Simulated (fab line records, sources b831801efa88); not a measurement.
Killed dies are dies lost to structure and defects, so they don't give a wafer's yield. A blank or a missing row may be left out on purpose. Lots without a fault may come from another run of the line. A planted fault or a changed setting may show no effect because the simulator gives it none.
A struck lot beside a sound one | flow sky130 | 43 steps out of a route of 708
Sound: wafers L715.3, L715.5, L715.6. Struck: wafers L735.4, L735.6. (L735.2 of the same lot was not struck and is left out.) The cause comes at the end.
At each step with rows: each side's tool, then ch and its chambers, then its first start. Under that, the readings that differ: sound wafers | struck wafers | difference of the means | sigmas: that difference in standard deviations of wafers without a fault.
alike: readings whose means differ by less than 2 such deviations, and words and numbers that are the same on both sides. not compared: withheld readings, readings that some wafer has no value for, bounds like >300 that may hide the same value, and numbers for which the record gives no deviation and whose values overlap.
The two part at a step that has a row with sigmas, a row that says differs or no value, or rows on one side only. Numbers that don't overlap but have no deviation are shown without sigmas and don't part them. A reading that every wafer of one side lacks parts them only if that side has two wafers or more.

first, 8 steps without rows for these wafers: SKY_METAL1_DEHYDRATE_07 (time 60 s); SKY_METAL1_HMDS_08 (prime time 60 s); SKY_METAL1_COAT_09 (resist thk 60 nm); SKY_METAL1_COAT_10 (resist thk 450 nm); SKY_METAL1_SOFTBAKE_11 (time 90 s); SKY_METAL1_EXPOSE_12 (exposes mask MM1, target cd 140 nm); SKY_METAL1_PEB_13; SKY_METAL1_DEVELOP_14 (develop time 60 s).
SKY_METAL1_CD_MEAS_15: target cd 140 nm.
  sound on cd_sem-02, day 33 14:38; struck on cd_sem-01, day 39 10:47
  alike: cd_nm
SKY_METAL1_OVL_MEAS_16:
  sound on overlay-02, day 33 14:44; struck on overlay-02, day 39 10:53
  alike: METAL1_OVL
then, 1 step without rows for these wafers: SKY_METAL1_DESCUM_17 (chemistry O2, time 8 s).
SKY_METAL1_ETCH_18: etches BARC in N2/H2, stops on SiO2, time 45.9 s, target depth 60 nm.
  sound on rie_metal-04 ch 0,1, day 33 14:49; struck on rie_metal-04 ch 1, day 39 10:57
  alike: drypump_motor_current_A, oes_product_au, throttle_valve_pct
  not compared: rf_hours_counter_h
SKY_METAL1_METAL_ETCH_19: etches the open film in Cl2/BCl3, stops on SiO2, target depth 360 nm, time 78 s.
  sound on rie_metal-04 ch 0,1, day 33 14:53; struck on rie_metal-04 ch 1, day 39 11:01
  alike: drypump_motor_current_A, oes_product_au, throttle_valve_pct
  not compared: rf_hours_counter_h
SKY_METAL1_STRIP_20: strips in O2/N2.
  sound on plasma_asher-01 ch 0,1, day 33 14:59; struck on plasma_asher-02 ch 0,1, day 39 11:07
  alike: drypump_motor_current_A, oes_product_au, strip_time_to_endpoint_s
  not compared: rf_hours_counter_h
then, 4 steps without rows for these wafers: SKY_METAL1_STRIP_21 (strips in post etch residue remover, time 1200 s); SKY_METAL1_CLEAN_22 (cleans in IPA, time 180 s); SKY_METAL1_CLEAN_23 (cleans in O3/DIW); SKY_VIA1_HDPCVD_00 (deposits SiO2, target thk 1030 nm, time 171.7 s).
SKY_VIA1_THK_MEAS_01:
  sound on film_metro-04, day 33 15:43; struck on film_metro-02, day 39 12:13
  alike: VIA1_HDPCVD_THK
SKY_VIA1_CMP_02: polishes SiO2.
  sound on cmp-02 ch 0,1,2, day 33 15:55; struck on cmp-01 ch 0,3, day 39 12:16
  alike: motor_current_A, retaining_ring_pressure_frac
SKY_VIA1_BOW_MEAS_03:
  sound on film_metro-01, day 33 16:06; struck on film_metro-02, day 39 12:35
  alike: VIA1_BOW
then, 8 steps without rows for these wafers: SKY_VIA1_DEHYDRATE_04 (time 60 s); SKY_VIA1_HMDS_05 (prime time 60 s); SKY_VIA1_COAT_06 (resist thk 60 nm); SKY_VIA1_COAT_07 (resist thk 450 nm); SKY_VIA1_SOFTBAKE_08 (time 90 s); SKY_VIA1_EXPOSE_09 (exposes mask VIM, target cd 150 nm); SKY_VIA1_PEB_10; SKY_VIA1_DEVELOP_11 (develop time 60 s).
SKY_VIA1_CD_MEAS_12: target cd 150 nm.
  sound on cd_sem-02, day 34 18:15; struck on cd_sem-02, day 40 12:34
  alike: cd_nm
SKY_VIA1_OVL_MEAS_13:
  sound on overlay-02, day 34 18:20; struck on overlay-02, day 40 12:40
  alike: VIA1_OVL
then, 1 step without rows for these wafers: SKY_VIA1_ETCH_14 (etches BARC in N2/H2, stops on SiO2, time 45.9 s, target depth 60 nm).
SKY_VIA1_ETCH_15: etches SiO2 in C4F8/O2/Ar, stops on TiN, target depth 351 nm, time 54 s.
  sound on rie_diel-02 ch 0,2, day 34 18:25; struck on rie_diel-01 ch 1,2, day 40 12:44
  alike: oes_product_au
  not compared: rf_hours_counter_h
then, 5 steps without rows for these wafers: SKY_VIA1_STRIP_16 (strips in O2/N2); SKY_VIA1_STRIP_17 (strips in post etch residue remover, time 1200 s); SKY_VIA1_CLEAN_18 (cleans in IPA, time 180 s); SKY_VIA1_CLEAN_19 (cleans in O3/DIW); SKY_VIA1_SPUTTER_20 (material TiN, target thk 20 nm, time 80 s).
SKY_VIA1_CVD_21: deposits W, target thk 270 nm, time 80.902 s.
  sound on cvd_w-02 ch 0,1, day 34 19:08; struck on cvd_w-02 ch 1, day 40 13:26
  alike: heater_power_w
  not compared: since_wet_clean_h
SKY_VIA1_RS_MEAS_22: measures by four-point-probe.
  sound on film_metro-01, day 34 19:14; struck on film_metro-04, day 40 13:33
  alike: VIA1_W_RS
SKY_VIA1_THK_MEAS_23: measures by xrf.
  sound on film_metro-01, day 34 19:20; struck on film_metro-04, day 40 13:40
  alike: VIA1_W_THK
then, 1 step without rows for these wafers: SKY_VIA1_CMP_24 (polishes, stops on SiO2, t overpolish 15 s, target thk 0 nm).
-- the record jumps here: 10 days lie between the struck wafers' starts before and after (it left off in module VIA1 and takes up again in module PAD_OPEN, whose first step shown is number 708 of the route) --
SKY_PAD_OPEN_PROBE_99:
  sound on prober-01, day 46 07:58; struck on prober-01, day 50 15:53
  reading                               | sound             | struck                                            | difference                   | sigmas
  hold                                  | - - -             | await_dispo/3.7h/release await_dispo/3.7h/release | no value on the sound wafers |
  killed_at_M0_to_M3                    | 34 61 45          | 72 62                                             | +20                          | +3
  killed_at_other                       | 2 3 2             | 1 0                                               | -2                           | -3
  killed_short                          | 38 41 49          | 25 27                                             | -17                          | -3
  sort_bin_3_pad_short (%)              | 1.4 1.0 0.8       | 2.8 1.8                                           | +1.2                         | +3
  model.etest.tester.sort_n_pass        | 402 398 395       | 377 394                                           | -13                          |
  model.etest.tester.sort_yield_pct (%) | 81.71 80.89 80.28 | 76.63 80.08                                       | -2.61                        |
  model.etest.tester.sort_bin_5_pct (%) | 11.59 11.38 10.77 | 14.23 13.21                                       | +2.47                        |
  model.etest.tester.sort_bin_3_pct (%) | 1.423 1.016 0.813 | 2.846 1.829                                       | +1.253                       |
  alike: defect_limited_yield, killed_at_M4_up, killed_at_contacts, killed_at_front_end, killed_dies, killed_open, sort_bin_5_function, sort_bin_6_memory, sort_n_pass, sort_yield_pct

WHERE THEY PART
Only at SKY_PAD_OPEN_PROBE_99, within this record.

WHY: what the simulator had put in
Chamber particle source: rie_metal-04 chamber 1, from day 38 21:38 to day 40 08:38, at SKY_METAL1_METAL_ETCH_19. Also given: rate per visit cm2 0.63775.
